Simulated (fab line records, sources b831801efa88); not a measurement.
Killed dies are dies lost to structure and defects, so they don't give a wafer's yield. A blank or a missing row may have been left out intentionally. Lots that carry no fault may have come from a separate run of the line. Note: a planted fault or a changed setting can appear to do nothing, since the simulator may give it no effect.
Which tool was responsible? || flow sky130 || 24 lots with 72 wafers sampled at 6 steps, on a route of 708 steps

## WHAT THE GAUGES READ, wafer by wafer
SKY_CONTACT_THK_MEAS_26: measures by xrf. Usual: for CONTACT_W_THK the level is 342 nm and the standard deviation is 4.3.
{"lot": "L074", "measured": "day 32 13:25", "on": "film_metro-01", "CONTACT_W_THK (nm)": "344 338 342", "flag": ""}
{"lot": "L075", "measured": "day 32 18:28", "on": "film_metro-01", "CONTACT_W_THK (nm)": "334 341 335", "flag": ""}
{"lot": "L076", "measured": "day 33 11:12", "on": "film_metro-01", "CONTACT_W_THK (nm)": "346 341 341", "flag": ""}
{"lot": "L077", "measured": "day 34 02:24", "on": "film_metro-01", "CONTACT_W_THK (nm)": "342 341 340", "flag": ""}
{"lot": "L078", "measured": "day 34 09:23", "on": "film_metro-03", "CONTACT_W_THK (nm)": "344 342 348", "flag": ""}
{"lot": "L079", "measured": "day 34 15:48", "on": "film_metro-01", "CONTACT_W_THK (nm)": "344 346 335", "flag": ""}
{"lot": "L080", "measured": "day 34 22:20", "on": "film_metro-03", "CONTACT_W_THK (nm)": "347 344 346", "flag": ""}
{"lot": "L081", "measured": "day 35 05:34", "on": "film_metro-01", "CONTACT_W_THK (nm)": "343 339 346", "flag": ""}
{"lot": "L082", "measured": "day 35 11:18", "on": "film_metro-01", "CONTACT_W_THK (nm)": "340 346 340", "flag": ""}
{"lot": "L083", "measured": "day 36 00:10", "on": "film_metro-03", "CONTACT_W_THK (nm)": "340 337 345", "flag": ""}
{"lot": "L084", "measured": "day 36 06:49", "on": "film_metro-01", "CONTACT_W_THK (nm)": "339 334 347", "flag": ""}
{"lot": "L085", "measured": "day 36 20:29", "on": "film_metro-03", "CONTACT_W_THK (nm)": "338 340 339", "flag": ""}
{"lot": "L086", "measured": "day 36 21:43", "on": "film_metro-03", "CONTACT_W_THK (nm)": "335 349 339", "flag": ""}
{"lot": "L087", "measured": "day 37 09:22", "on": "film_metro-03", "CONTACT_W_THK (nm)": "346 340 337", "flag": ""}
{"lot": "L088", "measured": "day 37 15:01", "on": "film_metro-03", "CONTACT_W_THK (nm)": "343 340 340", "flag": ""}
{"lot": "L089", "measured": "day 37 19:58", "on": "film_metro-02", "CONTACT_W_THK (nm)": "345 345 348", "flag": ""}
{"lot": "L090", "measured": "day 38 09:13", "on": "film_metro-03", "CONTACT_W_THK (nm)": "343 350 350", "flag": ""}
{"lot": "L091", "measured": "day 38 23:32", "on": "film_metro-02", "CONTACT_W_THK (nm)": "342 345 342", "flag": ""}
{"lot": "L093", "measured": "day 39 08:52", "on": "film_metro-01", "CONTACT_W_THK (nm)": "339 344 341", "flag": ""}
{"lot": "L092", "measured": "day 39 10:34", "on": "film_metro-03", "CONTACT_W_THK (nm)": "350 347 349", "flag": ""}
{"lot": "L094", "measured": "day 39 16:15", "on": "film_metro-02", "CONTACT_W_THK (nm)": "338 348 346", "flag": ""}
{"lot": "L095", "measured": "day 40 01:41", "on": "film_metro-03", "CONTACT_W_THK (nm)": "352 348 348", "flag": ""}
{"lot": "L096", "measured": "day 40 07:31", "on": "film_metro-03", "CONTACT_W_THK (nm)": "340 343 337", "flag": ""}
{"lot": "L097", "measured": "day 40 14:18", "on": "film_metro-03", "CONTACT_W_THK (nm)": "341 342 345", "flag": ""}

SKY_METAL1_OVL_MEAS_16. Usual: for METAL1_OVL the level is -4 nm and the standard deviation is 8.
{"lot": "L074", "measured": "day 33 18:37", "on": "overlay-02", "METAL1_OVL (nm)": "-17 -1 -18", "flag": ""}
{"lot": "L075", "measured": "day 33 23:07", "on": "overlay-01", "METAL1_OVL (nm)": "-8 1 -9", "flag": ""}
{"lot": "L076", "measured": "day 34 17:17", "on": "overlay-02", "METAL1_OVL (nm)": "2 1 6", "flag": ""}
{"lot": "L077", "measured": "day 35 08:07", "on": "overlay-02", "METAL1_OVL (nm)": "8 8 11", "flag": ""}
{"lot": "L078", "measured": "day 35 14:57", "on": "overlay-01", "METAL1_OVL (nm)": "5 -9 3", "flag": ""}
{"lot": "L079", "measured": "day 35 20:34", "on": "overlay-02", "METAL1_OVL (nm)": "4 2 8", "flag": ""}
{"lot": "L080", "measured": "day 36 04:04", "on": "overlay-02", "METAL1_OVL (nm)": "5 -3 -10", "flag": ""}
{"lot": "L081", "measured": "day 36 11:13", "on": "overlay-01", "METAL1_OVL (nm)": "-1 -6 -9", "flag": ""}
{"lot": "L082", "measured": "day 36 16:43", "on": "overlay-01", "METAL1_OVL (nm)": "4 4 3", "flag": ""}
{"lot": "L083", "measured": "day 37 06:01", "on": "overlay-02", "METAL1_OVL (nm)": "-4 -8 -10", "flag": ""}
{"lot": "L084", "measured": "day 37 11:52", "on": "overlay-01", "METAL1_OVL (nm)": "-14 -9 -6", "flag": ""}
{"lot": "L085", "measured": "day 38 01:46", "on": "overlay-02", "METAL1_OVL (nm)": "-22 -14 -8", "flag": ""}
{"lot": "L086", "measured": "day 38 03:25", "on": "overlay-02", "METAL1_OVL (nm)": "9 8 7", "flag": ""}
{"lot": "L087", "measured": "day 38 15:29", "on": "overlay-01", "METAL1_OVL (nm)": "4 2 5", "flag": ""}
{"lot": "L088", "measured": "day 38 20:55", "on": "overlay-01", "METAL1_OVL (nm)": "-18 0 -18", "flag": ""}
{"lot": "L089", "measured": "day 39 01:37", "on": "overlay-01", "METAL1_OVL (nm)": "-7 -8 -12", "flag": ""}
{"lot": "L090", "measured": "day 39 15:34", "on": "overlay-02", "METAL1_OVL (nm)": "-16 -2 -3", "flag": ""}
{"lot": "L091", "measured": "day 40 05:01", "on": "overlay-01", "METAL1_OVL (nm)": "-11 -18 -7", "flag": ""}
{"lot": "L093", "measured": "day 40 14:07", "on": "overlay-01", "METAL1_OVL (nm)": "-4 -9 -7", "flag": ""}
{"lot": "L092", "measured": "day 40 15:46", "on": "overlay-02", "METAL1_OVL (nm)": "2 -3 -10", "flag": ""}
{"lot": "L094", "measured": "day 40 21:04", "on": "overlay-02", "METAL1_OVL (nm)": "-11 5 -9", "flag": ""}
{"lot": "L095", "measured": "day 41 06:08", "on": "overlay-02", "METAL1_OVL (nm)": "-3 0 0", "flag": ""}
{"lot": "L096", "measured": "day 41 11:25", "on": "overlay-01", "METAL1_OVL (nm)": "-7 2 -1", "flag": ""}
{"lot": "L097", "measured": "day 41 17:13", "on": "overlay-01", "METAL1_OVL (nm)": "7 -1 4", "flag": ""}

SKY_VIA1_CD_MEAS_12: target cd 150 nm. Usual: cd_nm at 150.1 nm, with a standard deviation of 1.5.
{"lot": "L074", "measured": "day 34 23:44", "on": "cd_sem-02", "cd_nm (nm)": "149.8 150.4 151.5", "flag": ""}
{"lot": "L075", "measured": "day 35 04:55", "on": "cd_sem-01", "cd_nm (nm)": "149.5 149.6 151.1", "flag": ""}
{"lot": "L076", "measured": "day 35 23:21", "on": "cd_sem-01", "cd_nm (nm)": "149.0 149.1 149.0", "flag": ""}
{"lot": "L077", "measured": "day 36 15:05", "on": "cd_sem-02", "cd_nm (nm)": "149.8 149.1 147.5", "flag": ""}
{"lot": "L078", "measured": "day 36 21:36", "on": "cd_sem-02", "cd_nm (nm)": "149.1 149.9 149.3", "flag": ""}
{"lot": "L079", "measured": "day 37 03:26", "on": "cd_sem-02", "cd_nm (nm)": "149.8 150.6 149.5", "flag": ""}
{"lot": "L080", "measured": "day 37 10:14", "on": "cd_sem-01", "cd_nm (nm)": "153.7 153.4 153.7", "flag": ""}
{"lot": "L081", "measured": "day 37 17:54", "on": "cd_sem-02", "cd_nm (nm)": "148.3 150.8 151.0", "flag": ""}
{"lot": "L082", "measured": "day 37 23:32", "on": "cd_sem-01", "cd_nm (nm)": "148.6 149.3 148.9", "flag": ""}
{"lot": "L083", "measured": "day 38 12:18", "on": "cd_sem-02", "cd_nm (nm)": "148.9 146.9 148.6", "flag": ""}
{"lot": "L084", "measured": "day 38 17:56", "on": "cd_sem-02", "cd_nm (nm)": "149.0 148.8 146.7", "flag": ""}
{"lot": "L085", "measured": "day 39 07:50", "on": "cd_sem-01", "cd_nm (nm)": "147.2 149.6 149.3", "flag": ""}
{"lot": "L086", "measured": "day 39 10:07", "on": "cd_sem-02", "cd_nm (nm)": "149.5 150.0 150.3", "flag": ""}
{"lot": "L087", "measured": "day 39 21:57", "on": "cd_sem-02", "cd_nm (nm)": "150.1 149.5 149.9", "flag": ""}
{"lot": "L088", "measured": "day 40 03:02", "on": "cd_sem-01", "cd_nm (nm)": "152.4 152.7 152.2", "flag": ""}
{"lot": "L089", "measured": "day 40 07:41", "on": "cd_sem-02", "cd_nm (nm)": "151.9 150.5 152.0", "flag": ""}
{"lot": "L090", "measured": "day 40 21:17", "on": "cd_sem-02", "cd_nm (nm)": "150.3 147.9 148.9", "flag": ""}
{"lot": "L091", "measured": "day 41 09:56", "on": "cd_sem-01", "cd_nm (nm)": "150.2 151.0 149.8", "flag": ""}
{"lot": "L093", "measured": "day 41 17:59", "on": "cd_sem-02", "cd_nm (nm)": "148.7 148.9 149.0", "flag": ""}
{"lot": "L092", "measured": "day 41 19:49", "on": "cd_sem-02", "cd_nm (nm)": "151.9 151.3 150.3", "flag": ""}
{"lot": "L094", "measured": "day 42 00:27", "on": "cd_sem-02", "cd_nm (nm)": "148.9 148.1 148.2", "flag": ""}
{"lot": "L095", "measured": "day 42 08:37", "on": "cd_sem-01", "cd_nm (nm)": "150.4 151.1 149.3", "flag": ""}
{"lot": "L096", "measured": "day 42 13:58", "on": "cd_sem-02", "cd_nm (nm)": "151.6 150.9 151.3", "flag": ""}
{"lot": "L097", "measured": "day 42 18:24", "on": "cd_sem-01", "cd_nm (nm)": "151.5 153.1 152.7", "flag": ""}

SKY_METAL5_THK_MEAS_06: measures by xrf. Usual: for METAL5_ALCU_THK the level is 1156 nm and the standard deviation is 13.
{"lot": "L074", "measured": "day 44 12:02", "on": "film_metro-01", "METAL5_ALCU_THK (nm)": "1134 1157 1160", "flag": ""}
{"lot": "L075", "measured": "day 44 16:30", "on": "film_metro-01", "METAL5_ALCU_THK (nm)": "1176 1142 1164", "flag": ""}
{"lot": "L076", "measured": "day 45 10:10", "on": "film_metro-01", "METAL5_ALCU_THK (nm)": "1152 1129 1129", "flag": ""}
{"lot": "L077", "measured": "day 45 21:06", "on": "film_metro-04", "METAL5_ALCU_THK (nm)": "1161 1169 1158", "flag": ""}
{"lot": "L078", "measured": "day 46 03:14", "on": "film_metro-01", "METAL5_ALCU_THK (nm)": "1159 1148 1133", "flag": ""}
{"lot": "L079", "measured": "day 46 07:47", "on": "film_metro-03", "METAL5_ALCU_THK (nm)": "1162 1147 1157", "flag": ""}
{"lot": "L080", "measured": "day 46 10:21", "on": "film_metro-03", "METAL5_ALCU_THK (nm)": "1140 1148 1147", "flag": ""}
{"lot": "L081", "measured": "day 46 18:59", "on": "film_metro-01", "METAL5_ALCU_THK (nm)": "1170 1175 1169", "flag": ""}
{"lot": "L082", "measured": "day 46 19:53", "on": "film_metro-01", "METAL5_ALCU_THK (nm)": "1167 1176 1178", "flag": ""}
{"lot": "L083", "measured": "day 47 08:41", "on": "film_metro-03", "METAL5_ALCU_THK (nm)": "1151 1175 1166", "flag": ""}
{"lot": "L084", "measured": "day 47 10:05", "on": "film_metro-01", "METAL5_ALCU_THK (nm)": "1161 1159 1161", "flag": ""}
{"lot": "L085", "measured": "day 47 22:49", "on": "film_metro-03", "METAL5_ALCU_THK (nm)": "1173 1190 1183", "flag": ""}
{"lot": "L086", "measured": "day 47 21:59", "on": "film_metro-04", "METAL5_ALCU_THK (nm)": "1172 1152 1181", "flag": ""}
{"lot": "L087", "measured": "day 48 08:10", "on": "film_metro-04", "METAL5_ALCU_THK (nm)": "1158 1156 1170", "flag": ""}
{"lot": "L088", "measured": "day 48 11:20", "on": "film_metro-04", "METAL5_ALCU_THK (nm)": "1156 1165 1153", "flag": ""}
{"lot": "L089", "measured": "day 48 16:14", "on": "film_metro-04", "METAL5_ALCU_THK (nm)": "1171 1177 1181", "flag": ""}
{"lot": "L090", "measured": "day 49 01:46", "on": "film_metro-03", "METAL5_ALCU_THK (nm)": "1175 1168 1171", "flag": ""}
{"lot": "L091", "measured": "day 49 10:56", "on": "film_metro-03", "METAL5_ALCU_THK (nm)": "1139 1141 1156", "flag": ""}
{"lot": "L093", "measured": "day 49 16:30", "on": "film_metro-03", "METAL5_ALCU_THK (nm)": "1134 1130 1131", "flag": ""}
{"lot": "L092", "measured": "day 49 18:26", "on": "film_metro-01", "METAL5_ALCU_THK (nm)": "1145 1144 1143", "flag": ""}
{"lot": "L094", "measured": "day 49 21:49", "on": "film_metro-03", "METAL5_ALCU_THK (nm)": "1149 1157 1154", "flag": ""}
{"lot": "L095", "measured": "day 50 05:01", "on": "film_metro-04", "METAL5_ALCU_THK (nm)": "1143 1166 1156", "flag": ""}
{"lot": "L096", "measured": "day 50 07:49", "on": "film_metro-01", "METAL5_ALCU_THK (nm)": "1147 1153 1154", "flag": ""}
{"lot": "L097", "measured": "day 50 11:07", "on": "film_metro-04", "METAL5_ALCU_THK (nm)": "1160 1157 1154", "flag": ""}

## EACH LOT AND THE TOOL THAT RAN IT (in order: tool; ch and the chambers of the sampled wafers; start)
{"lot": "L074", "SKY_VIA2_CVD_21": "cvd_w-02 ch 0,1, day 37 13:37", "SKY_METAL4_ETCH_16": "rie_metal-03 ch 1, day 43 09:59"}
{"lot": "L075", "SKY_VIA2_CVD_21": "cvd_w-02 ch 0,1, day 37 18:07", "SKY_METAL4_ETCH_16": "rie_metal-01 ch 0,1, day 43 13:41"}
{"lot": "L076", "SKY_VIA2_CVD_21": "cvd_w-01 ch 0,1, day 38 13:54", "SKY_METAL4_ETCH_16": "rie_metal-03 ch 0,1, day 44 08:13"}
{"lot": "L077", "SKY_VIA2_CVD_21": "cvd_w-01 ch 0,1, day 39 05:37", "SKY_METAL4_ETCH_16": "rie_metal-04 ch 0,1, day 44 19:13"}
{"lot": "L078", "SKY_VIA2_CVD_21": "cvd_w-01 ch 0,1, day 39 12:32", "SKY_METAL4_ETCH_16": "rie_metal-03 ch 0,1, day 45 01:16"}
{"lot": "L079", "SKY_VIA2_CVD_21": "cvd_w-02 ch 0,1, day 39 18:38", "SKY_METAL4_ETCH_16": "rie_metal-04 ch 0,1, day 45 05:47"}
{"lot": "L080", "SKY_VIA2_CVD_21": "cvd_w-02 ch 0,1, day 40 00:57", "SKY_METAL4_ETCH_16": "rie_metal-04 ch 0,1, day 45 08:59"}
{"lot": "L081", "SKY_VIA2_CVD_21": "cvd_w-01 ch 0,1, day 40 08:46", "SKY_METAL4_ETCH_16": "rie_metal-04 ch 0,1, day 45 18:26"}
{"lot": "L082", "SKY_VIA2_CVD_21": "cvd_w-01 ch 0,1, day 40 13:58", "SKY_METAL4_ETCH_16": "rie_metal-03 ch 0,1, day 45 19:08"}
{"lot": "L083", "SKY_VIA2_CVD_21": "cvd_w-02 ch 0,1, day 41 02:22", "SKY_METAL4_ETCH_16": "rie_metal-01 ch 0,1, day 46 07:44"}
{"lot": "L084", "SKY_VIA2_CVD_21": "cvd_w-02 ch 0,1, day 41 05:40", "SKY_METAL4_ETCH_16": "rie_metal-04 ch 0,1, day 46 09:11"}
{"lot": "L085", "SKY_VIA2_CVD_21": "cvd_w-02 ch 0,1, day 41 19:34", "SKY_METAL4_ETCH_16": "rie_metal-03 ch 1, day 46 22:43"}
{"lot": "L086", "SKY_VIA2_CVD_21": "cvd_w-01 ch 0,1, day 41 20:52", "SKY_METAL4_ETCH_16": "rie_metal-01 ch 0,1, day 46 22:48"}
{"lot": "L087", "SKY_VIA2_CVD_21": "cvd_w-01 ch 0,1, day 42 07:23", "SKY_METAL4_ETCH_16": "rie_metal-03 ch 0,1, day 47 08:19"}
{"lot": "L088", "SKY_VIA2_CVD_21": "cvd_w-01 ch 0,1, day 42 12:17", "SKY_METAL4_ETCH_16": "rie_metal-04 ch 0,1, day 47 11:20"}
{"lot": "L089", "SKY_VIA2_CVD_21": "cvd_w-01 ch 0,1, day 42 16:10", "SKY_METAL4_ETCH_16": "rie_metal-01 ch 0,1, day 47 16:38"}
{"lot": "L090", "SKY_VIA2_CVD_21": "cvd_w-02 ch 0,1, day 43 03:22", "SKY_METAL4_ETCH_16": "rie_metal-03 ch 0,1, day 48 02:02"}
{"lot": "L091", "SKY_VIA2_CVD_21": "cvd_w-01 ch 0,1, day 43 15:25", "SKY_METAL4_ETCH_16": "rie_metal-03 ch 0,1, day 48 11:17"}
{"lot": "L093", "SKY_VIA2_CVD_21": "cvd_w-02 ch 0,1, day 43 22:31", "SKY_METAL4_ETCH_16": "rie_metal-04 ch 0,1, day 48 16:59"}
{"lot": "L092", "SKY_VIA2_CVD_21": "cvd_w-01 ch 0,1, day 44 00:22", "SKY_METAL4_ETCH_16": "rie_metal-03 ch 1, day 48 19:44"}
{"lot": "L094", "SKY_VIA2_CVD_21": "cvd_w-02 ch 0,1, day 44 04:12", "SKY_METAL4_ETCH_16": "rie_metal-01 ch 0,1, day 48 23:38"}
{"lot": "L095", "SKY_VIA2_CVD_21": "cvd_w-01 ch 0,1, day 44 12:46", "SKY_METAL4_ETCH_16": "rie_metal-03 ch 0,1, day 49 07:14"}
{"lot": "L096", "SKY_VIA2_CVD_21": "cvd_w-01 ch 0, day 44 16:49", "SKY_METAL4_ETCH_16": "rie_metal-04 ch 0,1, day 49 09:38"}
{"lot": "L097", "SKY_VIA2_CVD_21": "cvd_w-02 ch 0,1, day 44 21:22", "SKY_METAL4_ETCH_16": "rie_metal-01 ch 0,1, day 49 13:14"}
- SKY_VIA2_CVD_21: deposits W, target thk 420 nm, time 126.4 s.
- SKY_METAL4_ETCH_16: etches BARC in N2/H2, stops on SiO2, time 88.2 s, target depth 60 nm.

## AS READ BY THE TOOLS THEMSELVES (means over the sampled wafers that have a number; for cases with no such wafer, the mark the record gives instead)
SKY_VIA2_CVD_21. Usual: heater_power_w at 798 W, with a standard deviation of 81.
{"lot": "L074", "tool": "cvd_w-02", "heater_power_w (W)": 884, "flag": ""}
{"lot": "L075", "tool": "cvd_w-02", "heater_power_w (W)": 871, "flag": ""}
{"lot": "L076", "tool": "cvd_w-01", "heater_power_w (W)": 724, "flag": ""}
{"lot": "L077", "tool": "cvd_w-01", "heater_power_w (W)": 721, "flag": ""}
{"lot": "L078", "tool": "cvd_w-01", "heater_power_w (W)": 724, "flag": ""}
{"lot": "L079", "tool": "cvd_w-02", "heater_power_w (W)": 869, "flag": ""}
{"lot": "L080", "tool": "cvd_w-02", "heater_power_w (W)": 849, "flag": ""}
{"lot": "L081", "tool": "cvd_w-01", "heater_power_w (W)": 759, "flag": ""}
{"lot": "L082", "tool": "cvd_w-01", "heater_power_w (W)": 715, "flag": ""}
{"lot": "L083", "tool": "cvd_w-02", "heater_power_w (W)": 829, "flag": ""}
{"lot": "L084", "tool": "cvd_w-02", "heater_power_w (W)": 885, "flag": ""}
{"lot": "L085", "tool": "cvd_w-02", "heater_power_w (W)": 880, "flag": ""}
{"lot": "L086", "tool": "cvd_w-01", "heater_power_w (W)": 759, "flag": ""}
{"lot": "L087", "tool": "cvd_w-01", "heater_power_w (W)": 726, "flag": ""}
{"lot": "L088", "tool": "cvd_w-01", "heater_power_w (W)": 764, "flag": ""}
{"lot": "L089", "tool": "cvd_w-01", "heater_power_w (W)": 770, "flag": ""}
{"lot": "L090", "tool": "cvd_w-02", "heater_power_w (W)": 876, "flag": ""}
{"lot": "L091", "tool": "cvd_w-01", "heater_power_w (W)": 765, "flag": ""}
{"lot": "L093", "tool": "cvd_w-02", "heater_power_w (W)": 879, "flag": ""}
{"lot": "L092", "tool": "cvd_w-01", "heater_power_w (W)": 716, "flag": ""}
{"lot": "L094", "tool": "cvd_w-02", "heater_power_w (W)": 837, "flag": ""}
{"lot": "L095", "tool": "cvd_w-01", "heater_power_w (W)": 756, "flag": ""}
{"lot": "L096", "tool": "cvd_w-01", "heater_power_w (W)": 692, "flag": ""}
{"lot": "L097", "tool": "cvd_w-02", "heater_power_w (W)": 885, "flag": ""}

SKY_METAL4_ETCH_16. Usual: drypump_motor_current_A 6.0 A, standard deviation 0.42; oes_product_au 0.626 a.u., standard deviation 0.0049; throttle_valve_pct 13.206 %, standard deviation 0.0089.
{"lot": "L074", "tool": "rie_metal-03", "drypump_motor_current_A (A)": 6.6, "oes_product_au (a.u.)": 0.624, "throttle_valve_pct (%)": 13.202, "flag": ""}
{"lot": "L075", "tool": "rie_metal-01", "drypump_motor_current_A (A)": 5.5, "oes_product_au (a.u.)": 0.628, "throttle_valve_pct (%)": 13.209, "flag": ""}
{"lot": "L076", "tool": "rie_metal-03", "drypump_motor_current_A (A)": 6.2, "oes_product_au (a.u.)": 0.628, "throttle_valve_pct (%)": 13.200, "flag": ""}
{"lot": "L077", "tool": "rie_metal-04", "drypump_motor_current_A (A)": 5.9, "oes_product_au (a.u.)": 0.627, "throttle_valve_pct (%)": 13.208, "flag": ""}
{"lot": "L078", "tool": "rie_metal-03", "drypump_motor_current_A (A)": 6.1, "oes_product_au (a.u.)": 0.627, "throttle_valve_pct (%)": 13.207, "flag": ""}
{"lot": "L079", "tool": "rie_metal-04", "drypump_motor_current_A (A)": 5.9, "oes_product_au (a.u.)": 0.625, "throttle_valve_pct (%)": 13.199, "flag": ""}
{"lot": "L080", "tool": "rie_metal-04", "drypump_motor_current_A (A)": 6.0, "oes_product_au (a.u.)": 0.625, "throttle_valve_pct (%)": 13.202, "flag": ""}
{"lot": "L081", "tool": "rie_metal-04", "drypump_motor_current_A (A)": 5.9, "oes_product_au (a.u.)": 0.624, "throttle_valve_pct (%)": 13.203, "flag": ""}
{"lot": "L082", "tool": "rie_metal-03", "drypump_motor_current_A (A)": 6.1, "oes_product_au (a.u.)": 0.629, "throttle_valve_pct (%)": 13.210, "flag": ""}
{"lot": "L083", "tool": "rie_metal-01", "drypump_motor_current_A (A)": 5.5, "oes_product_au (a.u.)": 0.623, "throttle_valve_pct (%)": 13.205, "flag": ""}
{"lot": "L084", "tool": "rie_metal-04", "drypump_motor_current_A (A)": 5.9, "oes_product_au (a.u.)": 0.621, "throttle_valve_pct (%)": 13.206, "flag": ""}
{"lot": "L085", "tool": "rie_metal-03", "drypump_motor_current_A (A)": 6.6, "oes_product_au (a.u.)": 0.632, "throttle_valve_pct (%)": 13.206, "flag": ""}
{"lot": "L086", "tool": "rie_metal-01", "drypump_motor_current_A (A)": 5.8, "oes_product_au (a.u.)": 0.629, "throttle_valve_pct (%)": 13.199, "flag": ""}
{"lot": "L087", "tool": "rie_metal-03", "drypump_motor_current_A (A)": 6.1, "oes_product_au (a.u.)": 0.630, "throttle_valve_pct (%)": 13.204, "flag": ""}
{"lot": "L088", "tool": "rie_metal-04", "drypump_motor_current_A (A)": 6.1, "oes_product_au (a.u.)": 0.625, "throttle_valve_pct (%)": 13.202, "flag": ""}
{"lot": "L089", "tool": "rie_metal-01", "drypump_motor_current_A (A)": 5.8, "oes_product_au (a.u.)": 0.628, "throttle_valve_pct (%)": 13.201, "flag": ""}
{"lot": "L090", "tool": "rie_metal-03", "drypump_motor_current_A (A)": 6.1, "oes_product_au (a.u.)": 0.623, "throttle_valve_pct (%)": 13.202, "flag": ""}
{"lot": "L091", "tool": "rie_metal-03", "drypump_motor_current_A (A)": 6.4, "oes_product_au (a.u.)": 0.624, "throttle_valve_pct (%)": 13.198, "flag": ""}
{"lot": "L093", "tool": "rie_metal-04", "drypump_motor_current_A (A)": 5.9, "oes_product_au (a.u.)": 0.623, "throttle_valve_pct (%)": 13.210, "flag": ""}
{"lot": "L092", "tool": "rie_metal-03", "drypump_motor_current_A (A)": 6.6, "oes_product_au (a.u.)": 0.625, "throttle_valve_pct (%)": 13.199, "flag": ""}
{"lot": "L094", "tool": "rie_metal-01", "drypump_motor_current_A (A)": 5.8, "oes_product_au (a.u.)": 0.624, "throttle_valve_pct (%)": 13.199, "flag": ""}
{"lot": "L095", "tool": "rie_metal-03", "drypump_motor_current_A (A)": 6.1, "oes_product_au (a.u.)": 0.629, "throttle_valve_pct (%)": 13.212, "flag": ""}
{"lot": "L096", "tool": "rie_metal-04", "drypump_motor_current_A (A)": 6.0, "oes_product_au (a.u.)": 0.625, "throttle_valve_pct (%)": 13.215, "flag": ""}
{"lot": "L097", "tool": "rie_metal-01", "drypump_motor_current_A (A)": 5.5, "oes_product_au (a.u.)": 0.629, "throttle_valve_pct (%)": 13.212, "flag": ""}

## THE ANSWER, worked out from the rows above alone
Rule: a lot is off if the mean of its wafers that have a number lies more than 3 standard deviations from the usual mean. A lot without any number at a reading at which 4 lots or more have one is off too. The other lots that the step has rows for count as sound. Order of review: gauges by route order, followed by the tools' own readings, for which a lot's mean as printed above is used. At the first step where some lot is off, the reading lying furthest off is the one used; lots without a number count as furthest.
Nothing can be told from this: no lot is off at any reading shown.

## WHAT THE SIMULATOR HAD INSERTED
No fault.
